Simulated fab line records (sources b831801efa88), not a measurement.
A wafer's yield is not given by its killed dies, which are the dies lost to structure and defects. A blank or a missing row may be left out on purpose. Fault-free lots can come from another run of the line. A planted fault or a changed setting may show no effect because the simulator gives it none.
fab line records | flow sky130
record: lots: 13 wafers: 38 last-day: 50
route steps=708 shown VIA1@471 VIA2@508 CAPM@537 METAL3@567
lots that met no fault: from a run of the same line without faults
start-h: the number of hours between the record's first day and the start of the first shown wafer of the lot | wait-h: hours from the lot's prior step to this one | " the same as in the row above | L1.1+2: one row covering several wafers at once | - either no value or no given start | * or withheld: withheld | < > ~ a bound
route shown NAME@n: names a module that has steps shown in the file, with the first one's number in the route | usual: mean and standard deviation over wafers with no fault | same: alike in all rows | chamber/n: place in a boat | sites: readings site by site | _std_site: standard deviation across them | _edge_site: inner sites' mean taken away from outer sites' mean | radius-mm: how far each site lies from the wafer's centre | mask NAME#n: copy n | behind: the last tool/chamber to shape the wafer | hold: why the lot went on hold/how many hours it stayed there/how the hold came to an end | device: the n, p or np transistor that did not switch | end of line: the same wafers' tests at the end of the route | a step with no rows: only its recipe | killed: at the first sort, the dies lost to defects and structure; wafer yield is something else | map: per-die view of a wafer (x killed, . not killed, _ where there is no die)
set.NAME: the setting as run; set.NAME@STEP: as run at that earlier step | model.NAME: the simulator's own value behind a step, which no gauge read
route steps across a sampled set of lots; one table per step, one row per wafer
services: when a tool's chamber went out of use (start-h, in hours from the record's first day, below 0 if earlier), for how many hours, and the reason
== steps ==
step: SKY_VIA1_OVL_MEAS_13
usual: VIA1_OVL: 0/5.1
columns lot.wafer tool chamber start-h wait-h VIA1_OVL[nm]
L635.1 overlay-02 - 820.12 0.1 1
L635.3 " - " " 5
L635.6 " - " " 6
L636.1 overlay-02 - 821.37 0.1 0
L636.4 " - " " 8
L636.5 " - " " -1
L638.2 overlay-01 - 843.52 0.1 6
L638.5 " - " " 6
L638.6 " - " " 4
L637.1 overlay-02 - 845.36 0.1 -6
L637.4 " - " " -3
L637.5 " - " " -8
L640.1 overlay-01 - 848.57 0.1 -2
L640.4 " - " " 0
L640.5 " - " " -3
L641.1 overlay-01 - 874.51 0.1 -2
L641.3 " - " " 2
L641.5 " - " " 3
L642.1 overlay-02 - 874.63 0.1 -4
L642.3 " - " " 8
L642.6 " - " " 4
L644.3 overlay-02 - 881.28 0.1 3
L644.5 " - " " -3
L644.6 " - " " -10
L643.2 overlay-01 - 882.44 0.1 -6
L643.3 " - " " -3
L643.4 " - " " -2
L645.3 overlay-02 - 911.13 0.1 4
L645.6 " - " " 0
L653.1 overlay-02 - 931.66 0.1 -9
L653.4 " - " " -3
L653.5 " - " " -13
L654.1 overlay-02 - 932.32 0.1 7
L654.4 " - " " 6
L654.5 " - " " 6
L656.1 overlay-01 - 951.31 0.1 0
L656.3 " - " " -4
L656.5 " - " " 2
step: SKY_VIA1_CMP_24
recipe: stop-on: SiO2 t-overpolish-s: 15 down-force-psi: 3.5 platen-rpm: 60 target-thk-nm: 0 pad-velocity-m-s: 0.94248
usual: motor-current-A: 11.0/1.6 overpolish-run-s: 15.000/0.0081 time-to-endpoint-s: 65.8/2.9
columns lot.wafer tool chamber start-h wait-h motor-current-A overpolish-run-s time-to-endpoint-s
L635.3 cmp-02 2 821.21 0.0 13.8 14.995 65.3
L635.1 " 3 " " 11.2 14.997 61.5
L635.6 " 3 " " 11.5 15.005 63.5
L636.4 cmp-01 3 822.52 0.1 10.2 15.014 66.4
L636.1 " 0 " " 7.5 14.985 66.1
L636.5 " 1 " " 12.1 14.991 62.8
L638.2 cmp-02 3 844.56 0.0 11.3 14.997 65.2
L638.5 " 3 " " 11.7 15.020 64.3
L638.6 " 0 " " 10.4 15.002 70.2
L637.4 cmp-01 2 846.41 0.0 11.8 15.013 64.3
L637.1 " 1 " " 10.9 14.996 62.3
L637.5 " 3 " " 9.9 14.997 64.8
L640.1 cmp-02 1 849.67 0.1 10.6 14.987 69.3
L640.4 " 2 " " 13.4 15.000 61.5
L640.5 " 1 " " 9.9 14.990 67.7
L641.1 cmp-02 3 875.68 0.1 11.0 14.987 64.8
L641.3 " 1 " " 10.4 14.999 67.3
L641.5 " 3 " " 11.5 15.000 64.8
L642.3 cmp-01 2 875.96 0.2 11.8 15.012 65.6
L642.1 " 0 " " 8.2 14.998 64.7
L642.6 " 2 " " 11.9 15.009 67.0
L644.3 cmp-01 2 882.32 0.0 11.8 15.009 67.6
L644.6 " 2 " " 10.9 14.998 67.1
L644.5 " 3 " " 9.8 14.986 64.3
L643.4 cmp-02 3 883.49 0.0 11.1 14.996 64.0
L643.3 " 0 " " 10.6 15.000 68.6
L643.2 " 1 " " 10.4 15.003 65.8
L645.3 cmp-02 3 912.17 0.0 10.9 15.004 65.3
L645.6 " 3 " " 10.4 15.002 67.0
L653.4 cmp-01 2 932.71 0.0 11.2 15.011 69.8
L653.1 " 1 " " 12.1 14.981 69.6
L653.5 " 3 " " 9.6 15.004 70.7
L654.4 cmp-01 0 933.37 0.0 7.8 14.991 67.9
L654.1 " 1 " " 11.9 15.005 65.3
L654.5 " 0 " " 8.0 14.998 66.7
L656.1 cmp-01 1 952.41 0.1 11.3 15.011 65.1
L656.3 " 3 " " 9.7 15.000 69.6
L656.5 " 2 " " 10.8 15.013 69.0
step: SKY_VIA2_THK_MEAS_01
recipe: reads: SiO2_of_VIA2_HDPCVD_00
usual: VIA2_HDPCVD_THK: 1181/11
columns lot.wafer tool chamber start-h wait-h VIA2_HDPCVD_THK[nm]
L635.1 film-metro-01 - 848.85 0.1 1189
L635.3 " - " " 1181
L635.6 " - " " 1187
L636.1 film-metro-04 - 849.16 0.1 1173
L636.4 " - " " 1189
L636.5 " - " " 1189
L638.2 film-metro-03 - 871.20 0.1 1162
L638.5 " - " " 1171
L638.6 " - " " 1173
L637.1 film-metro-04 - 872.70 0.1 1169
L637.4 " - " " 1162
L637.5 " - " " 1185
L640.1 film-metro-04 - 877.01 0.1 1177
L640.4 " - " " 1179
L640.5 " - " " 1185
L642.1 film-metro-01 - 902.97 0.1 1183
L642.3 " - " " 1175
L642.6 " - " " 1185
L641.1 film-metro-04 - 903.03 0.1 1187
L641.3 " - " " 1181
L641.5 " - " " 1176
L644.3 film-metro-04 - 909.08 0.1 1209
L644.5 " - " " 1189
L644.6 " - " " 1216
L643.2 film-metro-01 - 910.17 0.1 1193
L643.3 " - " " 1188
L643.4 " - " " 1199
L645.3 film-metro-03 - 938.17 0.1 1190
L645.6 " - " " 1187
L653.1 film-metro-04 - 958.51 0.1 1186
L653.4 " - " " 1174
L653.5 " - " " 1166
L654.1 film-metro-04 - 959.65 0.1 1187
L654.4 " - " " 1193
L654.5 " - " " 1185
L656.1 film-metro-01 - 977.55 0.1 1196
L656.3 " - " " 1174
L656.5 " - " " 1182
step: SKY_CAPM_CVD_00
recipe: material: SiO2 target-thk-nm: 15.5 temp-c: 400 time-s: withheld rf-w: 450
usual: heater-power-w: 720/74 susceptor-temp-C: 400.00/0.23
columns lot.wafer tool chamber start-h wait-h heater-power-w susceptor-temp-C
L635.1 pecvd-01 2 876.76 0.0 710 399.97
L635.3 " 0 " " 800 399.78
L635.6 " 1 " " 559 399.80
L636.1 pecvd-03 2 877.48 0.0 814 399.96
L636.4 " 2 " " 822 399.70
L636.5 " 0 " " 655 400.35
L638.2 pecvd-01 0 899.15 0.0 768 400.08
L638.5 " 1 " " 578 399.84
L638.6 " 0 " " 764 400.49
L637.1 pecvd-04 1 900.28 0.0 817 399.90
L637.4 " 0 " " 766 400.20
L637.5 " 1 " " 783 399.90
L640.1 pecvd-04 1 904.58 0.0 696 399.97
L640.4 " 0 " " 756 399.69
L640.5 " 1 " " 684 400.59
L642.1 pecvd-04 2 930.61 0.0 814 399.74
L642.3 " 1 " " 711 399.90
L642.6 " 0 " " 632 400.28
L641.1 pecvd-03 2 930.89 0.0 715 400.09
L641.3 " 2 " " 720 399.85
L641.5 " 1 " " 721 399.94
L644.3 pecvd-01 2 935.33 0.0 733 399.93
L644.5 " 2 " " 728 399.84
L644.6 " 1 " " 533 400.56
L643.2 pecvd-04 2 936.28 0.0 743 399.90
L643.3 " 1 " " 728 399.90
L643.4 " 0 " " 757 399.82
L645.3 pecvd-04 1 964.68 0.0 722 399.82
L645.6 " 0 " " 724 399.73
L653.1 pecvd-01 1 984.02 0.0 580 399.82
L653.4 " 2 " " 729 399.67
L653.5 " 1 " " 547 400.15
L654.1 pecvd-03 2 985.63 0.0 798 400.04
L654.4 " 0 " " 769 400.23
L654.5 " 1 " " 634 399.80
L656.1 pecvd-01 0 1003.27 0.0 750 400.09
L656.3 " 2 " " 704 400.04
L656.5 " 2 " " 701 399.98
step: SKY_CAPM_THK_MEAS_01
recipe: reads: SiO2_of_CAPM_CVD_00
usual: CAPM_CVD_00_THK: 15.51/0.19
columns lot.wafer tool chamber start-h wait-h CAPM_CVD_00_THK[nm]
L635.1 film-metro-03 - 876.79 - 15.33
L635.3 " - " " 15.62
L635.6 " - " " 15.70
L636.1 film-metro-04 - 877.50 - 15.68
L636.4 " - " " 15.88
L636.5 " - " " 15.76
L638.2 film-metro-03 - 899.18 - 15.38
L638.5 " - " " 15.72
L638.6 " - " " 15.73
L637.1 film-metro-04 - 900.30 - 15.37
L637.4 " - " " 15.63
L637.5 " - " " 15.43
L640.1 film-metro-04 - 904.60 - 15.28
L640.4 " - " " 15.36
L640.5 " - " " 15.71
L642.1 film-metro-02 - 930.63 - 15.60
L642.3 " - " " 15.54
L642.6 " - " " 15.62
L641.1 film-metro-02 - 930.92 - 15.41
L641.3 " - " " 15.68
L641.5 " - " " 15.51
L644.3 film-metro-03 - 935.37 - 15.10
L644.5 " - " " 15.74
L644.6 " - " " 15.53
L643.2 film-metro-04 - 936.32 - 15.40
L643.3 " - " " 15.49
L643.4 " - " " 15.81
L645.3 film-metro-03 - 964.78 - 22.64
L645.6 " - " " 15.71
L653.1 film-metro-04 - 984.04 - 15.19
L653.4 " - " " 15.79
L653.5 " - " " 15.40
L654.1 film-metro-02 - 985.65 - 15.27
L654.4 " - " " 15.41
L654.5 " - " " 15.32
L656.1 film-metro-03 - 1003.29 - 15.38
L656.3 " - " " 15.61
L656.5 " - " " 15.71
step: SKY_METAL3_ETCH_17
recipe: target: SiO2 stop-on: TiN chemistry: C4F8/O2/Ar source-w: 1500 bias-w: 1200 pressure-mtorr: 40 c4f8-flow-sccm: withheld O2_flow_sccm: 6 Ar_flow_sccm: 300 time-s: 3.9 target-depth-a: 150
usual: bias-w: 1200/3.7 oes-product-au: 0.755/0.0065
columns lot.wafer tool chamber start-h wait-h bias-w oes-product-au rf-hours-counter-h
L635.1 rie-diel-03 0 928.12 0.2 1204 0.748 6
L635.3 " 1 " " 1196 0.754 7
L635.6 " 2 " " 1202 0.761 -
L636.1 rie-diel-02 2 928.34 0.1 1200 0.756 7
L636.4 " 1 " " 1196 0.764 8
L636.5 " 3 " " 1201 0.754 -
L638.2 rie-diel-02 2 948.79 0.1 1201 0.746 7
L638.5 " 2 " " 1206 0.763 -
L638.6 " 0 " " 1200 0.753 -
L637.1 rie-diel-03 1 948.98 0.1 1203 0.754 8
L637.4 " 3 " " 1199 0.754 2
L637.5 " 2 " " 1199 0.761 -
L640.1 rie-diel-02 1 954.09 0.1 1195 0.746 9
L640.4 " 0 " " 1201 0.753 -
L640.5 " 1 " " 1192 0.757 -
L642.1 rie-diel-03 2 978.29 0.1 1204 0.755 22
L642.3 " 3 " " 1201 0.758 3
L642.6 " 3 " " 1193 0.761 -
L641.1 rie-diel-02 0 979.13 0.1 1192 0.749 10
L641.3 " 3 " " 1201 0.759 9
L641.5 " 2 " " 1202 0.757 -
L644.3 rie-diel-01 3 983.54 0.0 1208 0.744 14
L644.5 " 1 " " 1201 0.760 -
L644.6 " 2 " " 1203 0.756 -
L643.2 rie-diel-01 0 985.14 0.1 1198 0.757 17
L643.3 " 2 " " 1202 0.754 13
L643.4 " 3 " " 1191 0.766 14
L645.3 rie-diel-03 2 1011.19 0.0 1203 0.926 23
L645.6 " 1 " " 1198 0.760 -
L653.1 rie-diel-01 3 1030.13 0.1 1202 0.743 15
L653.4 " 1 " " 1206 0.753 13
L653.5 " 1 " " 1206 0.750 -
L654.1 rie-diel-03 3 1031.73 0.1 1197 0.751 5
L654.4 " 2 " " 1201 0.750 24
L654.5 " 2 " " 1202 0.753 -
L656.1 rie-diel-02 2 1049.28 0.1 1207 0.754 10
L656.3 " 3 " " 1204 0.765 11
L656.5 " 0 " " 1196 0.758 -
== services ==
columns tool chamber start-h hours kind
pecvd-04 2 802.83 6.8 repair
rie-diel-03 - 808.84 0.5 repair
rie-diel-02 2 827.57 9.4 repair
cmp-02 - 829.58 0.8 repair
cmp-01 - 837.63 7.8 pm
pecvd-01 1 849.69 7.4 repair
cmp-01 - 874.58 1.3 repair
cmp-01 - 912.00 4.0 pm
cmp-02 - 927.84 27.9 repair
rie-diel-03 3 928.05 8.1 repair
rie-diel-03 2 929.55 5.7 repair
rie-diel-02 3 947.82 7.6 repair
pecvd-01 - 951.20 14.6 pm
pecvd-04 0 952.18 7.3 repair
pecvd-04 - 952.31 2.8 pm
rie-diel-02 - 969.47 0.9 repair
cmp-02 - 976.24 0.5 repair
cmp-02 - 981.77 1.3 repair
rie-diel-02 1 988.83 3.3 repair
cmp-02 - 991.71 1.6 repair
rie-diel-03 2 997.11 8.1 repair
cmp-02 - 1010.55 8.2 repair
cmp-01 - 1025.01 7.0 pm
cmp-01 - 1044.48 0.9 repair
== key ==
first-sign: step: SKY_CAPM_THK_MEAS_01 reading: CAPM_CVD_00_THK direction: up sigmas: 38 usual: 15.51 struck: 22.64
effect: step: SKY_METAL3_ETCH_17 reading: oes-product-au direction: up sigmas: 26 usual: 0.755 struck: 0.926
met-at SKY_CAPM_CVD_00
struck-lots L645
struck-wafers L645.3
sort-left-out L645.3
not-acting-at SKY_VIA1_OVL_MEAS_13,SKY_VIA1_CMP_24,SKY_VIA2_THK_MEAS_01
onset-between 936.28 964.68
fault: kind: process-parameter-drift tool: pecvd-04 chamber: - onset-h: 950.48 steps: SKY_CAPM_CVD_00 channel: target-thk-nm offset: 7.06 shape: step end-h: 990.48 scope: struck-wafers-only acts-in: these-recipes-only stated: 15.5
sort-left-out: the simulated sort isn't trusted on such a fault, so these wafers' sort isn't shown, and their yield isn't known
